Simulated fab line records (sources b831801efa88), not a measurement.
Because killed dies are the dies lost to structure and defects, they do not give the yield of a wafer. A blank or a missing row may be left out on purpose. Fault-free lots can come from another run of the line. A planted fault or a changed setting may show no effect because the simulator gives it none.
Which tool was responsible?	flow gf180mcu	Sampling: 13 lots, 39 wafers, 6 of 602 route steps

WHAT THE GAUGES READ, wafer by wafer
GF_STI_THK_MEAS_04.
lot	measured	on	STI_CVD_03_THK (nm)
L834	day 1 14:34	film_metro-01	205.9 207.5 207.1
L836	day 2 00:33	film_metro-04	207.0 206.7 208.9
L839	day 2 14:34	film_metro-01	209.2 208.9 208.9
L841	day 3 00:35	film_metro-03	205.7 207.2 206.8
L842	day 3 06:11	film_metro-03	206.6 210.1 208.1
L843	day 3 13:14	film_metro-04	209.8 208.6 208.7
L844	day 3 20:03	film_metro-04	205.1 202.7 204.4
L845	day 4 00:52	film_metro-04	211.0 211.1 211.4
L846	day 4 03:24	film_metro-01	205.9 206.1 207.5
L847	day 4 06:34	film_metro-01	207.0 206.1 206.6
L851	day 5 02:34	film_metro-03	210.2 211.1 212.6
L852	day 5 08:35	film_metro-01	208.4 208.1 207.6
L853	day 5 12:35	film_metro-04	206.1 206.7 205.2

GF_STI_THK_MEAS_22.
lot	measured	on	STI_OXIDATION_01_THK (nm)
L834	day 2 03:38	film_metro-03	14.48 14.59 14.77
L836	day 2 18:02	film_metro-04	15.04 14.98 15.09
L839	day 3 03:58	film_metro-01	14.73 15.01 14.98
L841	day 3 15:23	film_metro-04	14.67 14.56 14.73
L842	day 3 23:58	film_metro-03	14.72 14.95 14.95
L843	day 4 02:30	film_metro-01	15.07 14.94 15.05
L844	day 4 11:07	film_metro-04	15.08 15.05 14.95
L845	day 4 16:17	film_metro-03	14.94 15.15 14.96
L846	day 4 18:29	film_metro-01	14.71 15.05 14.78
L847	day 4 21:38	film_metro-04	14.56 14.48 14.45
L851	day 5 18:26	film_metro-04	15.14 14.90 14.84
L852	day 5 23:58	film_metro-03	15.29 15.05 15.02
L853	day 6 04:29	film_metro-04	15.35 15.33 15.25

GF_MVPSD_TW_MEAS_11.
lot	measured	on	MVPSD_TW
L834	day 4 23:20	film_metro-03	560 558 560
L836	day 5 18:41	film_metro-02	557 560 558
L839	day 6 04:38	film_metro-02	559 559 560
L841	day 6 22:45	film_metro-03	556 562 560
L842	day 7 02:17	film_metro-03	562 564 563
L843	day 7 04:53	film_metro-03	562 562 562
L844	day 7 17:17	film_metro-03	557 560 560
L845	day 7 20:44	film_metro-03	561 558 560
L846	day 7 23:32	film_metro-02	564 563 563
L847	day 8 07:12	film_metro-01	554 556 555
L851	day 9 06:14	film_metro-01	593 588 586
L852	day 9 11:24	film_metro-01	592 591 588
L853	day 9 15:01	film_metro-01	589 592 590

GF_VT_IMPLANT_TW_MEAS_21.
lot	measured	on	VT_IMPLANT_2_TW
L834	day 6 03:40	film_metro-04	1220 1220 1219
L836	day 7 00:23	film_metro-04	1223 1227 1222
L839	day 7 11:55	film_metro-02	1230 1233 1235
L841	day 8 06:18	film_metro-02	1240 1235 1239
L842	day 8 09:29	film_metro-02	1237 1239 1231
L843	day 8 12:42	film_metro-01	1212 1216 1216
L844	day 9 03:09	film_metro-04	1224 1220 1212
L845	day 9 06:11	film_metro-02	1241 1234 1226
L846	day 9 08:57	film_metro-01	1218 1216 1213
L847	day 9 16:41	film_metro-01	1219 1215 1215
L851	day 10 17:29	film_metro-02	1240 1230 1226
L852	day 10 22:58	film_metro-01	1211 1213 1204
L853	day 11 02:15	film_metro-02	1233 1238 1233

GF_VT_IMPLANT_RS_MEAS_49: measures by four-point-probe.
lot	measured	on	MVPSD_RS (ohm/sq)
L834	day 7 10:59	film_metro-03	1169.1 1170.9 1168.7
L836	day 8 09:09	film_metro-02	1172.4 1175.2 1175.5
L839	day 8 21:10	film_metro-02	1170.0 1167.9 1167.4
L841	day 9 16:14	film_metro-02	1169.7 1168.2 1168.0
L842	day 9 20:49	film_metro-01	1162.8 1163.2 1159.7
L843	day 9 23:00	film_metro-02	1168.2 1165.0 1165.5
L844	day 10 14:37	film_metro-02	1164.5 1163.3 1167.3
L845	day 10 17:28	film_metro-01	1162.5 1159.8 1162.9
L846	day 10 21:16	film_metro-01	1165.2 1165.9 1165.7
L847	day 11 04:34	film_metro-02	1166.6 1167.3 1167.1
L851	day 12 07:06	film_metro-01	1038.8 1037.5 1038.5
L852	day 12 13:05	film_metro-02	1043.6 1042.1 1041.5
L853	day 12 16:34	film_metro-02	1039.8 1039.0 1039.9

EACH LOT AND THE TOOL THAT RAN IT (in order: tool; ch and the chambers of the sampled wafers; start)
lot	GF_MVPSD_IMPLANT_08
L834	implanter-04 ch 0, day 4 22:56
L836	implanter-03 ch 0, day 5 18:17
L839	implanter-03 ch 0, day 6 04:16
L841	implanter-02 ch 0, day 6 22:23
L842	implanter-04 ch 0, day 7 01:55
L843	implanter-04 ch 0, day 7 04:29
L844	implanter-04 ch 0, day 7 16:53
L845	implanter-02 ch 0, day 7 20:20
L846	implanter-02 ch 0, day 7 23:08
L847	implanter-02 ch 0, day 8 06:47
L851	implanter-02 ch 0, day 9 05:47
L852	implanter-02 ch 0, day 9 11:01
L853	implanter-02 ch 0, day 9 14:38
- GF_MVPSD_IMPLANT_08

WHAT THE TOOLS THEMSELVES READ (means of the sampled wafers that have a number; where no wafer has one, the mark that the record gives instead)
GF_MVPSD_IMPLANT_08.
lot	tool	dose_ions_cm2	faraday_current_uA
L834	implanter-04	1.5022e+13	83.2
L836	implanter-03	1.5010e+13	84.8
L839	implanter-03	1.4998e+13	83.5
L841	implanter-02	1.5002e+13	85.3
L842	implanter-04	1.4997e+13	82.8
L843	implanter-04	1.4999e+13	85.0
L844	implanter-04	1.5005e+13	85.0
L845	implanter-02	1.5021e+13	84.5
L846	implanter-02	1.5011e+13	83.5
L847	implanter-02	1.5000e+13	84.4
L851	implanter-02	1.8822e+13	107.9
L852	implanter-02	1.8816e+13	108.6
L853	implanter-02	1.8796e+13	105.8

THE ANSWER, worked out from the rows above alone
Rule: the usual values come from the lots themselves. Put in order of their means at a reading, lots are off if they are a third of the lots or fewer, leave a main group of 4 or more, and stand apart from it by a gap of 3 or more times the standard deviation of the main group's means; of several such gaps the widest counts. If all means in a main group match to the digits the tables above print for the reading, that group is not used. Also off: a lot with no number at a reading for which 4 or more lots have one. All remaining lots with rows at the step are treated as sound. The gauges are gone through in route order, then the tools' own readings, and for those a lot's mean is taken as printed above. At the first step where some lot is off, the reading lying furthest off is the one used; lots without a number count as furthest.
Off: at GF_MVPSD_TW_MEAS_11 (MVPSD_TW), L851, L852, L853. Mean 560 and standard deviation 2.3 in the main group.
A tool fits if, at a process step before that reading, it ran every lot that is off, and no sound lot after the first of them. The gauges at GF_MVPSD_TW_MEAS_11 aren't tried: what is off there is off at GF_MVPSD_IMPLANT_08 too, on other tools, and a gauge's error can't cause that. One fits: GF_MVPSD_IMPLANT_08 on implanter-02. Its last sound lot is L847 (day 8 06:47), its first lot that is off L851 (day 9 05:47): a fault that began between those two fits.
The tool's own readings at GF_MVPSD_IMPLANT_08 bear it out: on the lots that are off they differ by more than 5 times the standard deviation of the sound lots' means. dose_ions_cm2 reads 1.8811e+13 there against 1.5006e+13 on the sound lots; faraday_current_uA reads 107.4 there against 84.2 on the sound lots.

WHAT HAD BEEN PUT IN BY THE SIMULATOR
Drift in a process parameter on implanter-02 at GF_MVPSD_IMPLANT_08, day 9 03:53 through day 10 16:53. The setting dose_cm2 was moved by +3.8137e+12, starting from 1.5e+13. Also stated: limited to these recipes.
Shown lots that were struck: L851, L852, L853. This agrees with what the rule above found.
